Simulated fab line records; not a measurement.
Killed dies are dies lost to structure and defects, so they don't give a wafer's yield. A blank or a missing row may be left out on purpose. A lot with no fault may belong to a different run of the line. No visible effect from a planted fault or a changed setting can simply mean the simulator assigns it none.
The tool behind it: which one? || flow gf180mcu || 15 lots with 45 wafers sampled at 3 steps, on a route of 602 steps

## WHAT EACH GAUGE READ, for each wafer
GF_V2_OVL_MEAS_15.
{"lot": "L704", "measured": "day 20 14:55", "on": "overlay-02", "V2_OVL (nm)": "-2 5 6"}
{"lot": "L705", "measured": "day 20 23:13", "on": "overlay-01", "V2_OVL (nm)": "-9 -12 -11"}
{"lot": "L706", "measured": "day 20 22:05", "on": "overlay-02", "V2_OVL (nm)": "-6 -2 -7"}
{"lot": "L707", "measured": "day 21 19:43", "on": "overlay-01", "V2_OVL (nm)": "4 2 0"}
{"lot": "L708", "measured": "day 22 06:55", "on": "overlay-02", "V2_OVL (nm)": "2 0 1"}
{"lot": "L710", "measured": "day 23 04:13", "on": "overlay-01", "V2_OVL (nm)": "-3 -5 -3"}
{"lot": "L712", "measured": "day 23 13:46", "on": "overlay-02", "V2_OVL (nm)": "-4 0 -6"}
{"lot": "L716", "measured": "day 24 18:35", "on": "overlay-02", "V2_OVL (nm)": "-2 -11 -8"}
{"lot": "L718", "measured": "day 25 04:55", "on": "overlay-01", "V2_OVL (nm)": "7 10 8"}
{"lot": "L719", "measured": "day 25 15:49", "on": "overlay-02", "V2_OVL (nm)": "-2 -7 4"}
{"lot": "L721", "measured": "day 26 10:44", "on": "overlay-02", "V2_OVL (nm)": "0 0 -5"}
{"lot": "L725", "measured": "day 27 05:33", "on": "overlay-01", "V2_OVL (nm)": "-1 -6 -5"}

## TOOL THAT RAN EACH LOT (tool first, then ch and the chambers of the sampled wafers, then the start)
{"lot": "L704", "GF_VT_IMPLANT_DEVELOP_17": "litho_track-02 ch 0, day 6 08:17", "GF_V1_CVD_23": "cvd_w-01 ch 0,1, day 18 11:36"}
{"lot": "L705", "GF_VT_IMPLANT_DEVELOP_17": "litho_track-04 ch 0, day 6 12:15", "GF_V1_CVD_23": "cvd_w-02 ch 0,1, day 18 21:13"}
{"lot": "L706", "GF_VT_IMPLANT_DEVELOP_17": "litho_track-02 ch 0, day 6 16:53", "GF_V1_CVD_23": "cvd_w-01 ch 0,1, day 18 18:50"}
{"lot": "L707", "GF_VT_IMPLANT_DEVELOP_17": "litho_track-02 ch 0, day 7 00:08", "GF_V1_CVD_23": "cvd_w-01 ch 0,1, day 19 16:07"}
{"lot": "L708", "GF_VT_IMPLANT_DEVELOP_17": "litho_track-01 ch 0, day 7 05:54", "GF_V1_CVD_23": "cvd_w-01 ch 0,1, day 20 05:10"}
{"lot": "L710", "GF_VT_IMPLANT_DEVELOP_17": "litho_track-01 ch 0, day 7 21:23", "GF_V1_CVD_23": "cvd_w-01 ch 0,1, day 21 02:32"}
{"lot": "L712", "GF_VT_IMPLANT_DEVELOP_17": "litho_track-02 ch 0, day 8 08:25", "GF_V1_CVD_23": "cvd_w-01 ch 0,1, day 21 13:08"}
{"lot": "L713", "GF_VT_IMPLANT_DEVELOP_17": "litho_track-01, day 8 14:36", "GF_V1_CVD_23": "-"}
{"lot": "L714", "GF_VT_IMPLANT_DEVELOP_17": "litho_track-01, day 8 20:08", "GF_V1_CVD_23": "-"}
{"lot": "L715", "GF_VT_IMPLANT_DEVELOP_17": "litho_track-02, day 9 05:40", "GF_V1_CVD_23": "-"}
{"lot": "L716", "GF_VT_IMPLANT_DEVELOP_17": "litho_track-02 ch 0, day 9 11:47", "GF_V1_CVD_23": "cvd_w-01 ch 0,1, day 22 18:33"}
{"lot": "L718", "GF_VT_IMPLANT_DEVELOP_17": "litho_track-02 ch 0, day 9 23:47", "GF_V1_CVD_23": "cvd_w-02 ch 0,1, day 23 06:40"}
{"lot": "L719", "GF_VT_IMPLANT_DEVELOP_17": "litho_track-04 ch 0, day 10 08:09", "GF_V1_CVD_23": "cvd_w-01 ch 0,1, day 23 19:16"}
{"lot": "L721", "GF_VT_IMPLANT_DEVELOP_17": "litho_track-01 ch 0, day 10 18:41", "GF_V1_CVD_23": "cvd_w-02 ch 0,1, day 24 13:12"}
{"lot": "L725", "GF_VT_IMPLANT_DEVELOP_17": "litho_track-01 ch 0, day 11 16:00", "GF_V1_CVD_23": "cvd_w-01 ch 0,1, day 25 09:31"}
- GF_VT_IMPLANT_DEVELOP_17: develop time 60 s.
- GF_V1_CVD_23: deposits W, target thk 350 nm, time 105.05 s.

## AS READ BY THE TOOLS THEMSELVES (means over the sampled wafers that have a number; for cases with no such wafer, the mark the record gives instead)
GF_VT_IMPLANT_DEVELOP_17.
{"lot": "L704", "tool": "litho_track-02", "chill_plate_temp_C (C)": 23.02, "resist_line_temp_C (C)": 22.99}
{"lot": "L705", "tool": "litho_track-04", "chill_plate_temp_C (C)": 23.04, "resist_line_temp_C (C)": 22.96}
{"lot": "L706", "tool": "litho_track-02", "chill_plate_temp_C (C)": 23.09, "resist_line_temp_C (C)": 22.92}
{"lot": "L707", "tool": "litho_track-02", "chill_plate_temp_C (C)": 22.88, "resist_line_temp_C (C)": 22.92}
{"lot": "L708", "tool": "litho_track-01", "chill_plate_temp_C (C)": 23.09, "resist_line_temp_C (C)": 22.99}
{"lot": "L710", "tool": "litho_track-01", "chill_plate_temp_C (C)": 22.99, "resist_line_temp_C (C)": 22.87}
{"lot": "L712", "tool": "litho_track-02", "chill_plate_temp_C (C)": 23.02, "resist_line_temp_C (C)": 22.83}
{"lot": "L713", "tool": "litho_track-01", "chill_plate_temp_C (C)": "-", "resist_line_temp_C (C)": "-"}
{"lot": "L714", "tool": "litho_track-01", "chill_plate_temp_C (C)": "-", "resist_line_temp_C (C)": "-"}
{"lot": "L715", "tool": "litho_track-02", "chill_plate_temp_C (C)": "-", "resist_line_temp_C (C)": "-"}
{"lot": "L716", "tool": "litho_track-02", "chill_plate_temp_C (C)": 22.98, "resist_line_temp_C (C)": 23.04}
{"lot": "L718", "tool": "litho_track-02", "chill_plate_temp_C (C)": 23.06, "resist_line_temp_C (C)": 23.07}
{"lot": "L719", "tool": "litho_track-04", "chill_plate_temp_C (C)": 22.92, "resist_line_temp_C (C)": 23.06}
{"lot": "L721", "tool": "litho_track-01", "chill_plate_temp_C (C)": 22.87, "resist_line_temp_C (C)": 22.99}
{"lot": "L725", "tool": "litho_track-01", "chill_plate_temp_C (C)": 23.23, "resist_line_temp_C (C)": 23.09}

GF_V1_CVD_23.
{"lot": "L704", "tool": "cvd_w-01", "chamber_pressure_Torr (Torr)": 40.04, "heater_power_w (W)": 842}
{"lot": "L705", "tool": "cvd_w-02", "chamber_pressure_Torr (Torr)": 39.97, "heater_power_w (W)": 833}
{"lot": "L706", "tool": "cvd_w-01", "chamber_pressure_Torr (Torr)": 40.02, "heater_power_w (W)": 842}
{"lot": "L707", "tool": "cvd_w-01", "chamber_pressure_Torr (Torr)": 40.03, "heater_power_w (W)": 853}
{"lot": "L708", "tool": "cvd_w-01", "chamber_pressure_Torr (Torr)": 40.10, "heater_power_w (W)": 835}
{"lot": "L710", "tool": "cvd_w-01", "chamber_pressure_Torr (Torr)": 39.88, "heater_power_w (W)": 847}
{"lot": "L712", "tool": "cvd_w-01", "chamber_pressure_Torr (Torr)": 40.02, "heater_power_w (W)": 848}
{"lot": "L716", "tool": "cvd_w-01", "chamber_pressure_Torr (Torr)": 40.06, "heater_power_w (W)": 933}
{"lot": "L718", "tool": "cvd_w-02", "chamber_pressure_Torr (Torr)": 39.96, "heater_power_w (W)": 840}
{"lot": "L719", "tool": "cvd_w-01", "chamber_pressure_Torr (Torr)": 39.98, "heater_power_w (W)": 927}
{"lot": "L721", "tool": "cvd_w-02", "chamber_pressure_Torr (Torr)": 40.06, "heater_power_w (W)": 840}
{"lot": "L725", "tool": "cvd_w-01", "chamber_pressure_Torr (Torr)": 40.03, "heater_power_w (W)": 852}

## THE ANSWER, worked out from the rows above alone
Rule: usual is defined by the lots themselves. Put in order of their means at a reading, lots are off if they are a third of the lots or fewer, leave a main group of 4 or more, and stand apart from it by a gap of 3 or more times the standard deviation of the main group's means; of several such gaps the widest counts. A main group is skipped when, at the precision printed for the reading in the tables above, its means are all equal. A lot without any number at a reading at which 4 lots or more have one is off too. All remaining lots with rows at the step are treated as sound. First the gauges in route order, then the tools' own readings, where a lot's mean is used as printed above. The first step at which some lot is off is used, and at that step the reading that is off furthest; a lot without a number counts as furthest.
Off at GF_VT_IMPLANT_DEVELOP_17 (chill_plate_temp_C): L713, L714, L715. Without a number there: L713, L714, L715. The main group has a mean of 23.02 C with a standard deviation of 0.096.
A tool fits if, at that step or a process step before it, it ran every lot that is off, and no sound lot after the first of them. Of those tried, none fits.

## WHAT WAS PUT IN BY THE SIMULATOR
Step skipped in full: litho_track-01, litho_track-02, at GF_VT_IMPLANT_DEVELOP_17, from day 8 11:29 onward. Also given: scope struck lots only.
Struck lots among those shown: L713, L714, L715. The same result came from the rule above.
